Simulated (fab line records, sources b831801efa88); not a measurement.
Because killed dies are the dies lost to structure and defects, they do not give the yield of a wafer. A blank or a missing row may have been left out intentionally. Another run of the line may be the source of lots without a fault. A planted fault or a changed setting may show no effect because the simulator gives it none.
Which of the tools did it?    flow sky130    72 wafers from 24 lots sampled at 6 of the route's 708 steps

WHAT EACH GAUGE READ, for each wafer
SKY_VIA2_RS_MEAS_22: a four-point-probe measurement.
lot   measured      on             VIA2_W_RS (ohm/sq)
L074  day 36 20:10  film-metro-02  0.2751 0.2789 0.2765
L075  day 36 21:25  film-metro-02  0.2720 0.2798 0.2700
L076  day 37 09:37  film-metro-04  0.2759 0.2750 0.2739
L077  day 37 12:54  film-metro-04  0.2770 0.2797 0.2750
L078  day 37 20:47  film-metro-02  0.2770 0.2793 0.2794
L079  day 38 05:52  film-metro-02  0.2751 0.2741 0.2738
L080  day 38 23:20  film-metro-04  0.2749 0.2752 0.2750
L081  day 39 02:39  film-metro-04  0.2722 0.2763 0.2718
L082  day 39 05:18  film-metro-03  0.2747 0.2748 0.2715
L083  day 39 11:40  film-metro-03  0.2800 0.2791 0.2754
L084  day 39 23:14  film-metro-02  0.2758 0.2729 0.2759
L085  day 40 05:04  film-metro-04  0.2713 0.2716 0.2728
L086  day 40 10:32  film-metro-03  0.2758 0.2762 0.2734
L087  day 40 23:44  film-metro-03  0.2741 0.2748 0.2745
L088  day 41 00:05  film-metro-02  0.2744 0.2710 0.2717
L089  day 41 12:00  film-metro-03  0.2722 0.2733 0.2741
L090  day 41 17:29  film-metro-03  0.2701 0.2732 0.2690
L091  day 41 21:38  film-metro-02  0.2760 0.2725 0.2781
L092  day 42 07:16  film-metro-04  0.2739 0.2712 0.2731
L093  day 42 10:41  film-metro-03  0.2710 0.2764 0.2722
L094  day 42 18:21  film-metro-03  0.2748 0.2737 0.2773
L095  day 43 01:08  film-metro-02  0.2752 0.2777 0.2736
L096  day 43 10:19  film-metro-02  0.2723 0.2733 0.2722
L097  day 43 13:07  film-metro-04  0.2775 0.2816 0.2792

SKY_VIA3_BOW_MEAS_03.
lot   measured      on             VIA3_BOW (um)
L074  day 39 02:44  film-metro-03  83 83 88
L075  day 39 04:23  film-metro-02  84 79 81
L076  day 39 15:55  film-metro-03  78 75 71
L077  day 39 18:52  film-metro-03  74 77 78
L078  day 40 01:50  film-metro-03  89 84 77
L079  day 40 11:49  film-metro-02  76 81 65
L080  day 41 03:46  film-metro-01  74 69 74
L081  day 41 07:32  film-metro-02  78 82 71
L082  day 41 10:20  film-metro-03  84 62 69
L083  day 41 15:35  film-metro-03  89 83 71
L084  day 42 03:53  film-metro-01  73 66 85
L085  day 42 09:28  film-metro-03  66 77 76
L086  day 42 13:19  film-metro-01  103 82 80
L087  day 43 02:30  film-metro-03  95 75 85
L088  day 43 03:06  film-metro-02  91 79 79
L089  day 43 13:24  film-metro-01  89 72 80
L090  day 43 19:43  film-metro-03  96 86 79
L091  day 44 06:33  film-metro-02  73 78 68
L092  day 44 09:57  film-metro-01  67 78 86
L093  day 44 11:50  film-metro-01  87 88 93
L094  day 44 16:24  film-metro-03  85 84 78
L095  day 44 23:52  film-metro-01  83 83 80
L096  day 45 11:25  film-metro-01  89 89 79
L097  day 45 13:49  film-metro-02  84 87 82

WHAT TOOL EACH LOT RAN ON (gives the tool, then ch and the chambers of the sampled wafers, and finally the start)
lot   SKY_CONTACT_STRIP_19                  SKY_VIA1_CVD_21                SKY_METAL2_STRIP_20                   SKY_VIA2_ETCH_15
L074  plasma-asher-02 ch 0,1, day 32 01:37  cvd-w-01 ch 0,1, day 34 11:55  plasma-asher-01 ch 0,1, day 35 15:13  rie-diel-04 ch 0,2,3, day 36 19:16
L075  plasma-asher-01 ch 0,1, day 32 03:31  cvd-w-01 ch 0,1, day 34 13:43  plasma-asher-01 ch 0,1, day 35 17:26  rie-diel-04 ch 2,3, day 36 20:31
L076  plasma-asher-01 ch 0,1, day 32 16:47  cvd-w-01 ch 0,1, day 35 02:22  plasma-asher-04 ch 0,1, day 36 05:48  rie-diel-03 ch 1,2,3, day 37 08:43
L077  plasma-asher-02 ch 0,1, day 32 20:26  cvd-w-02 ch 0,1, day 35 05:48  plasma-asher-01 ch 0,1, day 36 08:49  rie-diel-04 ch 0,1, day 37 12:01
L078  plasma-asher-02 ch 0,1, day 33 03:10  cvd-w-01 ch 0,1, day 35 12:47  plasma-asher-03 ch 0,1, day 36 16:05  rie-diel-04 ch 0,1,3, day 37 19:55
L079  plasma-asher-04 ch 1, day 33 14:33    cvd-w-02 ch 0,1, day 35 23:30  plasma-asher-01 ch 0,1, day 37 01:56  rie-diel-03 ch 0,1,3, day 38 05:01
L080  plasma-asher-04 ch 0,1, day 34 07:08  cvd-w-02 ch 1, day 36 15:44    plasma-asher-04 ch 0,1, day 37 19:11  rie-diel-03 ch 1,2,3, day 38 22:27
L081  plasma-asher-04 ch 0, day 34 12:01    cvd-w-02 ch 1, day 36 20:07    plasma-asher-04 ch 1, day 37 23:01    rie-diel-04 ch 1,2, day 39 01:45
L082  plasma-asher-04 ch 0,1, day 34 13:17  cvd-w-01 ch 0,1, day 36 22:13  plasma-asher-03 ch 0, day 38 01:31    rie-diel-03 ch 0,2,3, day 39 04:25
L083  plasma-asher-02 ch 0,1, day 34 19:10  cvd-w-01 ch 0,1, day 37 04:01  plasma-asher-04 ch 0,1, day 38 07:29  rie-diel-04 ch 1,2,3, day 39 10:48
L084  plasma-asher-01 ch 0,1, day 35 08:13  cvd-w-01 ch 0,1, day 37 16:37  plasma-asher-01 ch 0,1, day 38 19:42  rie-diel-01 ch 0,1,2, day 39 22:13
L085  plasma-asher-01 ch 0,1, day 35 13:38  cvd-w-01 ch 0,1, day 37 22:15  plasma-asher-04 ch 0,1, day 39 00:55  rie-diel-03 ch 0,1,2, day 40 03:42
L086  plasma-asher-01 ch 0,1, day 35 19:13  cvd-w-02 ch 0,1, day 38 04:05  plasma-asher-04 ch 0,1, day 39 07:23  rie-diel-04 ch 0,1, day 40 09:28
L087  plasma-asher-04 ch 0,1, day 36 09:26  cvd-w-01 ch 0, day 38 18:10    plasma-asher-03 ch 0,1, day 39 20:58  rie-diel-01 ch 1,2,3, day 40 22:49
L088  plasma-asher-01 ch 0,1, day 36 11:33  cvd-w-01 ch 0,1, day 38 18:34  plasma-asher-04 ch 0,1, day 39 21:22  rie-diel-04 ch 0,2,3, day 40 23:10
L089  plasma-asher-04 ch 0,1, day 36 23:03  cvd-w-02 ch 0,1, day 39 06:40  plasma-asher-04 ch 0,1, day 40 09:16  rie-diel-01 ch 0,1,3, day 41 11:04
L090  plasma-asher-01 ch 0,1, day 37 04:29  cvd-w-02 ch 0,1, day 39 12:01  plasma-asher-03 ch 0,1, day 40 14:49  rie-diel-01 ch 1,2,3, day 41 16:33
L091  plasma-asher-02 ch 0,1, day 37 10:21  cvd-w-01 ch 0,1, day 39 16:44  plasma-asher-04 ch 0,1, day 40 18:38  rie-diel-03 ch 0,2,3, day 41 20:46
L092  plasma-asher-02 ch 0, day 37 19:22    cvd-w-01 ch 0,1, day 40 01:46  plasma-asher-04 ch 0,1, day 41 04:14  rie-diel-01 ch 0,1,2, day 42 06:01
L093  plasma-asher-04 ch 0,1, day 38 00:14  cvd-w-01 ch 1, day 40 06:34    plasma-asher-03 ch 0,1, day 41 08:41  rie-diel-03 ch 0,2, day 42 09:24
L094  plasma-asher-02 ch 0,1, day 38 08:08  cvd-w-01 ch 0,1, day 40 13:45  plasma-asher-03 ch 0,1, day 41 16:10  rie-diel-04 ch 0,1,2, day 42 17:27
L095  plasma-asher-01 ch 0,1, day 38 16:01  cvd-w-01 ch 0, day 40 22:30    plasma-asher-04 ch 0,1, day 41 23:20  rie-diel-03 ch 0,1,2, day 42 23:52
L096  plasma-asher-02 ch 0,1, day 39 00:07  cvd-w-02 ch 0,1, day 41 06:10  plasma-asher-03 ch 0,1, day 42 07:49  rie-diel-03 ch 2,3, day 43 09:01
L097  plasma-asher-02 ch 0,1, day 39 05:40  cvd-w-01 ch 0,1, day 41 10:37  plasma-asher-04 ch 0,1, day 42 11:41  rie-diel-03 ch 1,2,3, day 43 12:16
- SKY_CONTACT_STRIP_19: strips in O2/N2.
- SKY_VIA1_CVD_21: deposits W, target thk 270 nm, time 80.902 s.
- SKY_METAL2_STRIP_20: strips in O2/N2.
- SKY_VIA2_ETCH_15: etches SiO2 in C4F8/O2/Ar, stops on TiN, target depth 546 nm, time 84 s.

WHAT THE TOOLS THEMSELVES READ (means of the sampled wafers that have a number; where no wafer has one, the mark that the record gives instead)
SKY_CONTACT_STRIP_19.
lot   tool             drypump-motor-current-A (A)  oes-product-au (a.u.)  strip-time-to-endpoint-s (s)
L074  plasma-asher-02  5.2                          0.379                  3.56
L075  plasma-asher-01  6.0                          0.379                  3.61
L076  plasma-asher-01  5.7                          0.384                  3.61
L077  plasma-asher-02  5.5                          0.379                  3.64
L078  plasma-asher-02  5.2                          0.380                  3.62
L079  plasma-asher-04  6.0                          0.384                  3.61
L080  plasma-asher-04  6.1                          0.388                  3.67
L081  plasma-asher-04  6.1                          0.380                  3.61
L082  plasma-asher-04  6.0                          0.382                  3.59
L083  plasma-asher-02  5.5                          0.376                  3.59
L084  plasma-asher-01  6.0                          0.384                  3.67
L085  plasma-asher-01  5.9                          0.378                  3.62
L086  plasma-asher-01  5.7                          0.383                  3.62
L087  plasma-asher-04  6.1                          0.381                  3.64
L088  plasma-asher-01  5.7                          0.381                  3.59
L089  plasma-asher-04  6.1                          0.384                  3.64
L090  plasma-asher-01  6.0                          0.379                  3.62
L091  plasma-asher-02  5.5                          0.383                  3.62
L092  plasma-asher-02  5.8                          0.379                  3.61
L093  plasma-asher-04  6.1                          0.379                  3.59
L094  plasma-asher-02  5.2                          0.382                  3.64
L095  plasma-asher-01  6.0                          0.383                  3.59
L096  plasma-asher-02  5.5                          0.381                  3.62
L097  plasma-asher-02  5.2                          0.380                  3.60

SKY_VIA1_CVD_21.
lot   tool      heater-power-w (W)
L074  cvd-w-01  890
L075  cvd-w-01  875
L076  cvd-w-01  904
L077  cvd-w-02  821
L078  cvd-w-01  897
L079  cvd-w-02  846
L080  cvd-w-02  897
L081  cvd-w-02  886
L082  cvd-w-01  899
L083  cvd-w-01  916
L084  cvd-w-01  900
L085  cvd-w-01  878
L086  cvd-w-02  806
L087  cvd-w-01  860
L088  cvd-w-01  885
L089  cvd-w-02  797
L090  cvd-w-02  779
L091  cvd-w-01  879
L092  cvd-w-01  890
L093  cvd-w-01  932
L094  cvd-w-01  907
L095  cvd-w-01  858
L096  cvd-w-02  788
L097  cvd-w-01  875

SKY_METAL2_STRIP_20.
lot   tool             drypump-motor-current-A (A)  oes-product-au (a.u.)  strip-time-to-endpoint-s (s)
L074  plasma-asher-01  5.96                         0.343                  2.67
L075  plasma-asher-01  5.97                         0.340                  2.72
L076  plasma-asher-04  6.06                         0.341                  2.64
L077  plasma-asher-01  5.70                         0.344                  2.65
L078  plasma-asher-03  5.71                         0.339                  2.57
L079  plasma-asher-01  5.71                         0.332                  2.55
L080  plasma-asher-04  6.06                         0.347                  2.71
L081  plasma-asher-04  6.03                         0.343                  2.69
L082  plasma-asher-03  5.57                         0.345                  2.73
L083  plasma-asher-04  6.07                         0.341                  2.66
L084  plasma-asher-01  5.98                         0.344                  2.70
L085  plasma-asher-04  6.05                         0.339                  2.65
L086  plasma-asher-04  6.06                         0.342                  2.65
L087  plasma-asher-03  5.70                         0.342                  2.71
L088  plasma-asher-04  6.08                         0.341                  2.66
L089  plasma-asher-04  6.08                         0.344                  2.75
L090  plasma-asher-03  5.80                         0.348                  2.81
L091  plasma-asher-04  6.09                         0.341                  2.67
L092  plasma-asher-04  6.05                         0.339                  2.65
L093  plasma-asher-03  5.85                         0.339                  2.62
L094  plasma-asher-03  5.82                         0.340                  2.62
L095  plasma-asher-04  6.10                         0.341                  2.73
L096  plasma-asher-03  5.82                         0.344                  2.71
L097  plasma-asher-04  6.07                         0.346                  2.70

SKY_VIA2_ETCH_15.
lot   tool         oes-product-au (a.u.)
L074  rie-diel-04  0.943
L075  rie-diel-04  0.937
L076  rie-diel-03  0.945
L077  rie-diel-04  0.938
L078  rie-diel-04  0.937
L079  rie-diel-03  0.934
L080  rie-diel-03  0.945
L081  rie-diel-04  0.938
L082  rie-diel-03  0.944
L083  rie-diel-04  0.940
L084  rie-diel-01  0.938
L085  rie-diel-03  0.942
L086  rie-diel-04  0.935
L087  rie-diel-01  0.938
L088  rie-diel-04  0.942
L089  rie-diel-01  0.941
L090  rie-diel-01  0.937
L091  rie-diel-03  0.940
L092  rie-diel-01  0.944
L093  rie-diel-03  0.941
L094  rie-diel-04  0.940
L095  rie-diel-03  0.940
L096  rie-diel-03  0.937
L097  rie-diel-03  0.936

THE ANSWER, worked out from the rows above alone
Rule: the usual values come from the lots themselves. The widest of any qualifying gaps counts: lots, ordered by their means at a reading, are off when they make up no more than a third of the lots, leave a main group of 4 or more, and stand apart from it by 3 or more times the standard deviation of that group's means. The tables above print the reading to a certain number of digits; a main group whose means all agree to those digits is not used. Also off: a lot with no number at a reading for which 4 or more lots have one. The other lots that the step has rows for count as sound. After the gauges, taken in route order, come the tools' own readings; for these a lot's mean is taken, as printed above. The first step at which some lot is off is used, and at that step the reading that is off furthest; a lot without a number counts as furthest.
Nothing can be told from this: no lot is off at any reading shown.

WHAT THE SIMULATOR HAD PUT IN
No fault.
